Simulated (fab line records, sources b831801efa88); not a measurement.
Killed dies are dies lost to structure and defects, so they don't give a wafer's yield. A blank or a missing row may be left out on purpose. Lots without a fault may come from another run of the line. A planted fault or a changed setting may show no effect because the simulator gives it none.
Which tool did it? | flow sfq_line | 13 lots, 39 wafers sampled, at 5 steps of a route of 325

WHAT THE GAUGES READ, wafer by wafer
SFQ_C5_OVL_MEAS_937. Usual: C5_OVL -3 nm, standard deviation 5.
lot  | measured     | on         | C5_OVL (nm) | flag
L555 | day 66 20:57 | overlay-02 | -9 -11 -6   |
L557 | day 69 21:51 | overlay-01 | 0 1 -1      |
L558 | day 70 01:28 | overlay-01 | 3 -5 4      |
L560 | day 70 07:35 | overlay-02 | -2 -9 -8    |
L561 | day 70 10:06 | overlay-01 | -5 2 -5     |
L564 | day 71 03:34 | overlay-01 | -1 -5 -4    |
L569 | day 72 07:55 | overlay-02 | -9 -4 -1    |
L570 | day 72 18:51 | overlay-02 | -2 8 0      |
L571 | day 73 03:21 | overlay-02 | -10 -16 -5  |
L573 | day 73 09:22 | overlay-02 | -1 -2 -4    |
L574 | day 73 11:47 | overlay-02 | -17 -12 -14 |
L575 | day 73 16:33 | overlay-01 | 9 -4 -6     |
L577 | day 74 02:16 | overlay-02 | -1 1 -1     |

SFQ_M6_OVL_MEAS_940. Usual: M6_OVL 5 nm, standard deviation 5.5.
lot  | measured     | on         | M6_OVL (nm) | flag
L555 | day 72 00:43 | overlay-02 | 9 11 5      |
L557 | day 73 21:28 | overlay-01 | 5 9 7       |
L558 | day 74 01:05 | overlay-01 | -1 10 5     |
L560 | day 74 09:28 | overlay-01 | 4 4 7       |
L561 | day 74 14:16 | overlay-02 | -3 -3 -5    |
L564 | day 75 03:28 | overlay-02 | 0 7 6       |
L569 | day 76 12:59 | overlay-01 | -3 9 8      |
L570 | day 77 00:59 | overlay-01 | -3 8 -2     |
L571 | day 77 08:11 | overlay-02 | 2 9 6       |
L573 | day 77 14:19 | overlay-02 | 11 10 3     |
L574 | day 77 16:42 | overlay-02 | -1 4 2      |
L575 | day 77 22:42 | overlay-01 | 5 5 8       |
L577 | day 78 05:09 | overlay-01 | 5 8 3       |

WHICH TOOL RAN EACH LOT (tool, then ch and the chambers of the sampled wafers, then the start)
lot  | SFQ_TRILAYER_M5_STRIP_STRIP_127   | SFQ_TRILAYER_A5C_DEP_PECVD_142  | SFQ_TRILAYER_C5_ETCH_VIA_ETCH_154
L555 | rie_metal-02 ch 0,1, day 49 12:57 | pecvd-04 ch 0,1,2, day 55 11:38 | rie_diel-04 ch 0,1,3, day 66 21:01
L557 | rie_metal-04 ch 0,1, day 52 18:35 | pecvd-04 ch 0,1,2, day 58 23:47 | rie_diel-04 ch 0,2,3, day 69 21:56
L558 | rie_metal-04 ch 0,1, day 52 21:04 | pecvd-02 ch 1,2, day 59 03:24   | rie_diel-02 ch 0,2, day 70 01:32
L560 | rie_metal-03 ch 0,1, day 52 23:16 | pecvd-02 ch 2, day 59 09:23     | rie_diel-04 ch 0,2, day 70 07:39
L561 | rie_metal-04 ch 0,1, day 53 00:28 | pecvd-01 ch 0,1, day 59 11:47   | rie_diel-04 ch 1,2,3, day 70 10:11
L564 | rie_metal-04 ch 0,1, day 53 23:50 | pecvd-02 ch 1,2, day 60 14:31   | rie_diel-04 ch 2,3, day 71 03:39
L569 | rie_metal-02 ch 0, day 55 21:10   | pecvd-01 ch 0,1,2, day 62 06:14 | rie_diel-04 ch 1,2,3, day 72 08:00
L570 | rie_metal-04 ch 0,1, day 57 17:09 | pecvd-02 ch 0,2, day 63 20:26   | rie_diel-02 ch 0,1,3, day 72 18:55
L571 | rie_metal-02 ch 0,1, day 57 19:33 | pecvd-01 ch 0,1,2, day 64 01:14 | rie_diel-03 ch 0,1,3, day 73 03:25
L573 | rie_metal-02 ch 0,1, day 58 08:57 | pecvd-04 ch 0,1,2, day 64 09:53 | rie_diel-04 ch 0,3, day 73 09:25
L574 | rie_metal-02 ch 0,1, day 64 03:07 | pecvd-01 ch 1,2, day 64 11:55   | rie_diel-02 ch 0,1, day 73 11:52
L575 | rie_metal-03 ch 0, day 64 06:43   | pecvd-02 ch 1,2, day 64 15:28   | rie_diel-04 ch 0,2, day 73 16:37
L577 | rie_metal-03 ch 0,1, day 64 16:19 | pecvd-02 ch 1,2, day 65 00:52   | rie_diel-03 ch 1,2,3, day 74 02:21
- SFQ_TRILAYER_M5_STRIP_STRIP_127: strips in O2.
- SFQ_TRILAYER_A5C_DEP_PECVD_142: deposits SiO2 from SiH4/N2O, time 15.556 s, target thk 70 nm.
- SFQ_TRILAYER_C5_ETCH_VIA_ETCH_154: etches SiO2 in CHF3, stops on Nb, target depth 84 nm.

WHAT THE TOOLS THEMSELVES READ (means of the sampled wafers that have a number; where no wafer has one, the mark that the record gives instead)
SFQ_TRILAYER_M5_STRIP_STRIP_127. Usual: drypump_motor_current_A 5.6 A, standard deviation 0.4; he_backside_leak_sccm 3.4 sccm, standard deviation 0.32; oes_product_au 1.002 a.u., standard deviation 0.0089.
lot  | tool         | drypump_motor_current_A (A) | he_backside_leak_sccm (sccm) | oes_product_au (a.u.) | flag
L555 | rie_metal-02 | 5.7                         | 3.5                          | 1.009                 |
L557 | rie_metal-04 | 5.7                         | 3.3                          | 0.996                 |
L558 | rie_metal-04 | 5.5                         | 3.1                          | 0.994                 |
L560 | rie_metal-03 | 5.7                         | 3.7                          | 0.999                 |
L561 | rie_metal-04 | 5.6                         | 3.3                          | 0.999                 |
L564 | rie_metal-04 | 5.6                         | 3.1                          | 1.001                 |
L569 | rie_metal-02 | 5.6                         | 3.2                          | 1.012                 |
L570 | rie_metal-04 | 5.6                         | 3.1                          | 0.997                 |
L571 | rie_metal-02 | 5.7                         | 3.6                          | 1.006                 |
L573 | rie_metal-02 | 5.7                         | 3.5                          | 1.011                 |
L574 | rie_metal-02 | 5.7                         | 3.6                          | 1.011                 |
L575 | rie_metal-03 | 6.1                         | 3.5                          | 1.003                 |
L577 | rie_metal-03 | 5.7                         | 3.5                          | 1.002                 |

SFQ_TRILAYER_A5C_DEP_PECVD_142. Usual: heater_power_w 87 W, standard deviation 9.8; throttle_valve_pct 24.2 %, standard deviation 0.68.
lot  | tool     | heater_power_w (W) | throttle_valve_pct (%) | flag
L555 | pecvd-04 | 96                 | 24.2                   |
L557 | pecvd-04 | 92                 | 24.2                   |
L558 | pecvd-02 | 82                 | 23.7                   |
L560 | pecvd-02 | 68                 | 23.6                   |
L561 | pecvd-01 | 76                 | 24.3                   |
L564 | pecvd-02 | 83                 | 23.8                   |
L569 | pecvd-01 | 85                 | 24.4                   |
L570 | pecvd-02 | 93                 | 24.0                   |
L571 | pecvd-01 | 83                 | 24.5                   |
L573 | pecvd-04 | 93                 | 24.6                   |
L574 | pecvd-01 | 86                 | 24.3                   |
L575 | pecvd-02 | 85                 | 24.0                   |
L577 | pecvd-02 | 89                 | 24.1                   |

SFQ_TRILAYER_C5_ETCH_VIA_ETCH_154. Usual: drypump_motor_current_A 5.7 A, standard deviation 0.61; oes_product_au 0.898 a.u., standard deviation 0.0075.
lot  | tool        | drypump_motor_current_A (A) | oes_product_au (a.u.) | flag
L555 | rie_diel-04 | 5.3                         | 0.901                 |
L557 | rie_diel-04 | 5.4                         | 0.897                 |
L558 | rie_diel-02 | 6.1                         | 0.899                 |
L560 | rie_diel-04 | 5.1                         | 0.903                 |
L561 | rie_diel-04 | 5.4                         | 0.904                 |
L564 | rie_diel-04 | 5.4                         | 0.819                 | OFF
L569 | rie_diel-04 | 5.4                         | 0.889                 |
L570 | rie_diel-02 | 5.5                         | 0.891                 |
L571 | rie_diel-03 | 6.2                         | 0.904                 |
L573 | rie_diel-04 | 5.7                         | 0.896                 |
L574 | rie_diel-02 | 5.6                         | 0.895                 |
L575 | rie_diel-04 | 5.1                         | 0.889                 |
L577 | rie_diel-03 | 6.3                         | 0.893                 |

THE ANSWER, worked out from the rows above alone
Rule: a lot is off if the mean of its wafers that have a number lies more than 3 standard deviations from the usual mean. A lot without any number at a reading at which 4 lots or more have one is off too. The other lots that the step has rows for count as sound. The gauges are gone through in route order, then the tools' own readings, and for those a lot's mean is taken as printed above. The first step at which some lot is off is used, and at that step the reading that is off furthest; a lot without a number counts as furthest.
Off: L564, at SFQ_TRILAYER_C5_ETCH_VIA_ETCH_154 (oes_product_au).
A tool fits if, at that step or a process step before it, it ran every lot that is off, and no sound lot after the first of them. None of those tried fits.

WHAT THE SIMULATOR HAD PUT IN
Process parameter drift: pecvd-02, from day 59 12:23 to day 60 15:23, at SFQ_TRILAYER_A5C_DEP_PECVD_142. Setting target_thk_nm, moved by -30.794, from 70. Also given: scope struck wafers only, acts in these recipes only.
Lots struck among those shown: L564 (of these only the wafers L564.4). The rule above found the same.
